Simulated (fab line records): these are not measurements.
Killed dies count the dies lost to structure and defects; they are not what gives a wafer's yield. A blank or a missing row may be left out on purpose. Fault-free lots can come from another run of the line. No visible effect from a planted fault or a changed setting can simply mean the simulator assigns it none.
The tool behind it: which one? :: flow gf180mcu :: 7 lots, 21 wafers sampled, at 2 steps of a route of 602

== WHAT THE GAUGES SHOWED, per wafer ==
GF_HV_LDD_TW_MEAS_50.
lot: L218
measured: day 13 06:07
on: film-metro-03
HV_LDD_4_TW: 561 565 564

lot: L221
measured: day 14 05:55
on: film-metro-04
HV_LDD_4_TW: 575 573 572

lot: L225
measured: day 15 18:46
on: film-metro-03
HV_LDD_4_TW: 557 559 557

lot: L227
measured: day 15 20:39
on: film-metro-04
HV_LDD_4_TW: 574 581 576

lot: L229
measured: day 16 21:16
on: film-metro-01
HV_LDD_4_TW: 575 574 575

lot: L234
measured: day 18 07:14
on: film-metro-04
HV_LDD_4_TW: 575 573 574

lot: L240
measured: day 20 16:36
on: film-metro-04
HV_LDD_4_TW: 893 899 894

== WHAT TOOL EACH LOT RAN ON (gives the tool, then ch and the chambers of the sampled wafers, and finally the start) ==
lot: L218
GF_HV_LDD_IMPLANT_48: implanter-02 ch 0, day 13 05:52

lot: L221
GF_HV_LDD_IMPLANT_48: implanter-04 ch 0, day 14 05:40

lot: L225
GF_HV_LDD_IMPLANT_48: implanter-04 ch 0, day 15 18:31

lot: L227
GF_HV_LDD_IMPLANT_48: implanter-04 ch 0, day 15 20:25

lot: L229
GF_HV_LDD_IMPLANT_48: implanter-04 ch 0, day 16 21:01

lot: L234
GF_HV_LDD_IMPLANT_48: implanter-01 ch 0, day 18 06:59

lot: L240
GF_HV_LDD_IMPLANT_48: implanter-04 ch 0, day 20 16:22
- GF_HV_LDD_IMPLANT_48

== THE ANSWER, worked out from the rows above alone ==
Rule: the usual values come from the lots themselves. The widest of any qualifying gaps counts: lots, ordered by their means at a reading, are off when they make up no more than a third of the lots, leave a main group of 4 or more, and stand apart from it by 3 or more times the standard deviation of that group's means. A main group whose means are all the same, to the digits that the tables above print for the reading, isn't used. A lot without any number at a reading at which 4 lots or more have one is off too. The other lots that the step has rows for count as sound.
Off: at GF_HV_LDD_TW_MEAS_50 (HV_LDD_4_TW), L240. Mean 570 and standard deviation 7 in the main group.
If a tool, at a process step before that reading, ran all the lots that are off and no sound lot after the first of them, it fits. The gauges at GF_HV_LDD_TW_MEAS_50 are tried like those tools. 2 tools fit, implanter-04 at GF_HV_LDD_IMPLANT_48 and film-metro-04 at GF_HV_LDD_TW_MEAS_50, so this cannot tell which one it is.

== WHAT THE SIMULATOR HAD PUT IN ==
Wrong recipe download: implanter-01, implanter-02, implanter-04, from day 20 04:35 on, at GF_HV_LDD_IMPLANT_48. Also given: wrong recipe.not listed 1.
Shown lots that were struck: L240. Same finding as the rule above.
